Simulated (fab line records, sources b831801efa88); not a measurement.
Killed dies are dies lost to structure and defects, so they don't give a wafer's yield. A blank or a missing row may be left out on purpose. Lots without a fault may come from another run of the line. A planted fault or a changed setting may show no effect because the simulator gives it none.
fab line records | flow sky130
record lots=14 wafers=42 last_day=50
route steps=708 shown GATE_OXIDE@198
lots that met no fault: from a run of the same line without faults
start_h: hours from the record's first day to the start of the lot's first wafer shown | wait_h: hours since the lot's step before | " the same as in the row above | L1.1+2: a row that stands for several wafers | - no value, or no start given | * or withheld: withheld | < > ~ a bound
route shown NAME@n: a module of which the file shows steps, and the number in the route of the first | usual: mean/standard deviation of fault-free wafers | same: alike in all rows | chamber/n: place in a boat | sites: the reading at each site | _std_site: their standard deviation | _edge_site: outer sites' mean less inner sites' | radius_mm: how far each site lies from the wafer's centre | mask NAME#n: copy n | behind: the tool/chamber that last shaped the wafer | hold: why the lot was held/for how many hours/how that ended | device: the transistor (n, p or np) that didn't switch | end of line: the same wafers' tests at the end of the route | a step without rows: its recipe alone | killed: dies lost to structure and defects at the first sort, not the wafer's yield | map: a wafer's dies, x killed, . not, _ none there
set.NAME: the setting as run; set.NAME@STEP: as run at that earlier step | model.NAME: the simulator's own value behind a step, which no gauge read
steps of the route over a sample of lots; a table a step, a row a wafer
services: from which hour (start_h, from the record's first day; less than 0 if before it) a tool's chamber was out of use, for how many hours, and why
## steps
# step SKY_GATE_OXIDE_IMPLANT_11
# recipe species=B energy_kev=10 dose_cm2=2.6e+12 tilt_deg=withheld
# usual beam_energy_keV=9.9997/0.003 beam_on_s=9.98/0.18
# columns lot.wafer tool chamber start_h wait_h beam_energy_keV beam_on_s
L405.4 implanter-03 0 299.11 0.1 9.9980 9.91
L405.5 " 0 " " 9.9984 10.05
L405.6 " 0 " " 9.9958 9.97
L408.3 implanter-01 0 323.79 0.1 10.003 9.84
L408.4 " 0 " " 9.9946 10.06
L408.6 " 0 " " 9.9965 9.89
L409.2 implanter-03 0 332.94 0.0 9.9994 10.40
L409.4 " 0 " " 10.002 10.04
L409.6 " 0 " " 10.003 10.08
L411.1 implanter-01 0 352.44 0.0 10.000 9.92
L411.4 " 0 " " 9.9931 9.78
L411.6 " 0 " " 9.9971 9.85
L413.3 implanter-01 - 372.96 0.1 - -
L413.4 " - " " - -
L413.6 " - " " - -
L414.2 implanter-03 - 407.48 0.0 - -
L414.4 " - " " - -
L414.6 " - " " - -
L420.1 implanter-01 0 438.96 0.0 9.9998 9.97
L420.5 " 0 " " 10.007 9.59
L420.6 " 0 " " 9.9997 10.27
L421.1 implanter-01 0 451.44 0.0 10.003 9.86
L421.2 " 0 " " 10.000 9.69
L421.4 " 0 " " 9.9993 9.83
L422.1 implanter-02 0 459.14 0.0 9.9999 10.22
L422.4 " 0 " " 9.9990 9.76
L422.6 " 0 " " 10.001 10.22
L424.3 implanter-02 0 469.51 0.1 9.9964 9.67
L424.4 " 0 " " 9.9990 9.80
L424.6 " 0 " " 10.002 9.89
L425.1 implanter-01 0 481.64 0.0 10.001 10.13
L425.2 " 0 " " 10.001 10.03
L425.3 " 0 " " 10.001 9.94
L426.1 implanter-02 0 493.02 0.0 10.007 10.03
L426.2 " 0 " " 9.9999 10.14
L426.4 " 0 " " 10.001 10.20
L427.2 implanter-03 0 493.48 0.0 9.9983 9.91
L427.4 " 0 " " 10.002 9.76
L427.6 " 0 " " 9.9991 10.03
L428.1 implanter-01 0 497.26 0.0 9.9995 9.94
L428.4 " 0 " " 10.005 10.13
L428.6 " 0 " " 10.001 9.87
# step SKY_GATE_OXIDE_TW_MEAS_14
# usual GATE_OXIDE_TW=223.6/2.2
# columns lot.wafer tool chamber start_h wait_h GATE_OXIDE_TW
L405.4 film_metro-04 - 299.42 0.1 225.7
L405.5 " - " " 225.6
L405.6 " - " " 225.4
L408.3 film_metro-03 - 324.11 0.1 224.8
L408.4 " - " " 223.1
L408.6 " - " " 223.9
L409.2 film_metro-03 - 333.28 0.1 224.6
L409.4 " - " " 223.6
L409.6 " - " " 223.0
L411.1 film_metro-03 - 352.79 0.1 221.9
L411.4 " - " " 222.5
L411.6 " - " " 222.3
L413.3 film_metro-03 - 373.29 0.1 29.8
L413.4 " - " " 30.0
L413.6 " - " " 30.1
L414.2 film_metro-02 - 407.82 0.1 29.5
L414.4 " - " " 29.7
L414.6 " - " " 29.6
L420.1 film_metro-04 - 439.41 0.1 225.3
L420.5 " - " " 226.1
L420.6 " - " " 224.5
L421.1 film_metro-04 - 451.79 0.1 225.8
L421.2 " - " " 225.0
L421.4 " - " " 225.8
L422.1 film_metro-02 - 459.49 0.1 219.7
L422.4 " - " " 220.9
L422.6 " - " " 219.0
L424.3 film_metro-04 - 469.84 0.1 226.3
L424.4 " - " " 226.0
L424.6 " - " " 226.5
L425.1 film_metro-03 - 481.99 0.1 222.1
L425.2 " - " " 222.0
L425.3 " - " " 223.0
L426.1 film_metro-04 - 493.37 0.1 227.5
L426.2 " - " " 226.9
L426.4 " - " " 226.6
L427.2 film_metro-02 - 493.82 0.1 221.7
L427.4 " - " " 222.8
L427.6 " - " " 222.4
L428.1 film_metro-03 - 497.61 0.1 221.8
L428.4 " - " " 222.5
L428.6 " - " " 222.4
## services
# columns tool chamber start_h hours kind
implanter-02 - 318.01 6.5 pm
implanter-01 - 326.56 6.9 pm
implanter-01 - 337.08 3.9 repair
implanter-03 - 351.24 5.2 pm
implanter-01 - 364.40 2.9 pm
implanter-02 - 372.23 31.4 pm
implanter-03 - 427.16 1.8 repair
implanter-01 - 431.83 2.7 repair
## key
first_sign step=SKY_GATE_OXIDE_IMPLANT_11 reading=tool_record direction=missing
effect step=SKY_GATE_OXIDE_TW_MEAS_14 reading=GATE_OXIDE_TW direction=down sigmas=87 usual=223.6 struck=29.8
met_at SKY_GATE_OXIDE_IMPLANT_11
struck_lots L413,L414
later_rows_left_out L413.3,L413.4,L413.6,L414.2,L414.4,L414.6
sort_left_out L413.3,L413.4,L413.6,L414.2,L414.4,L414.6
tester_left_out L413,L414
onset_between 352.44 372.96
fault kind=skipped_step_whole tool=implanter-01,implanter-03 chamber=- onset_h=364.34 steps=SKY_GATE_OXIDE_IMPLANT_11 scope=struck_lots_only
# tester_left_out: of these lots the tester's yield and bins aren't shown, on N5 and GAA mostly nor the transistor test; their killed dies are dies lost to structure and defects alone, not to doping, threshold or leakage, so they don't give the yield
# sort_left_out: the simulated sort isn't trusted on such a fault, so these wafers' sort isn't shown, and their yield isn't known
# later_rows_left_out: the simulator's readings of these wafers behind a module that went badly wrong aren't trusted and aren't shown, but for the sort
